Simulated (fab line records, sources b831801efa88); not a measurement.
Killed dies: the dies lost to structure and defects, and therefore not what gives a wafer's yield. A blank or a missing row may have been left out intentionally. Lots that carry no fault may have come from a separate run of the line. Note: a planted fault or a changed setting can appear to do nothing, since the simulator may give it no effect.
The tool behind it: which one? / flow sky130 / 36 wafers from 12 lots sampled at 2 of the route's 708 steps

## WHAT EACH GAUGE READ, for each wafer
SKY_METAL2_OVL_MEAS_16.
lot=L075; measured=day 35 22:56; on=overlay-01; METAL2_OVL (nm)=-7 2 -7
lot=L077; measured=day 36 16:06; on=overlay-02; METAL2_OVL (nm)=3 -2 -5
lot=L079; measured=day 37 09:32; on=overlay-02; METAL2_OVL (nm)=6 -3 6
lot=L081; measured=day 37 14:51; on=overlay-01; METAL2_OVL (nm)=-4 6 4
lot=L083; measured=day 38 09:21; on=overlay-02; METAL2_OVL (nm)=0 -1 6
lot=L085; measured=day 38 20:14; on=overlay-02; METAL2_OVL (nm)=-4 -6 -4
lot=L086; measured=day 39 11:29; on=overlay-01; METAL2_OVL (nm)=-5 -4 -7
lot=L089; measured=day 40 02:41; on=overlay-02; METAL2_OVL (nm)=6 8 1
lot=L091; measured=day 40 12:08; on=overlay-01; METAL2_OVL (nm)=-10 -9 -2
lot=L093; measured=day 41 07:49; on=overlay-02; METAL2_OVL (nm)=-1 -5 -5
lot=L095; measured=day 41 13:05; on=overlay-02; METAL2_OVL (nm)=3 1 4
lot=L097; measured=day 42 06:43; on=overlay-01; METAL2_OVL (nm)=9 4 6

## WHICH TOOL RAN EACH LOT (tool, then ch and the chambers of the sampled wafers, then the start)
lot=L075; SKY_METAL2_SPUTTER_00=pvd_sputter-03, day 34 20:25
lot=L077; SKY_METAL2_SPUTTER_00=pvd_sputter-03, day 35 13:41
lot=L079; SKY_METAL2_SPUTTER_00=pvd_sputter-03, day 36 08:03
lot=L081; SKY_METAL2_SPUTTER_00=pvd_sputter-03, day 36 13:06
lot=L083; SKY_METAL2_SPUTTER_00=pvd_sputter-02, day 37 07:05
lot=L085; SKY_METAL2_SPUTTER_00=pvd_sputter-01, day 37 18:23
lot=L086; SKY_METAL2_SPUTTER_00=pvd_sputter-02, day 38 09:52
lot=L089; SKY_METAL2_SPUTTER_00=pvd_sputter-03, day 39 01:56
lot=L091; SKY_METAL2_SPUTTER_00=pvd_sputter-02, day 39 11:37
lot=L093; SKY_METAL2_SPUTTER_00=pvd_sputter-02, day 40 07:58
lot=L095; SKY_METAL2_SPUTTER_00=pvd_sputter-01, day 40 12:04
lot=L097; SKY_METAL2_SPUTTER_00=pvd_sputter-02, day 41 05:59
- SKY_METAL2_SPUTTER_00: material Ti, target thk 15 nm, time 10 s.

## THE ANSWER, worked out from the rows above alone
Rule: what is usual is taken from the lots themselves. The widest of any qualifying gaps counts: lots, ordered by their means at a reading, are off when they make up no more than a third of the lots, leave a main group of 4 or more, and stand apart from it by 3 or more times the standard deviation of that group's means. A main group whose means are all the same, to the digits that the tables above print for the reading, isn't used. A lot without any number at a reading at which 4 lots or more have one is off too. Any other lot the step has rows for is counted as sound.
Nothing can be told from this: no lot is off at any reading shown.

## WHAT THE SIMULATOR HAD INSERTED
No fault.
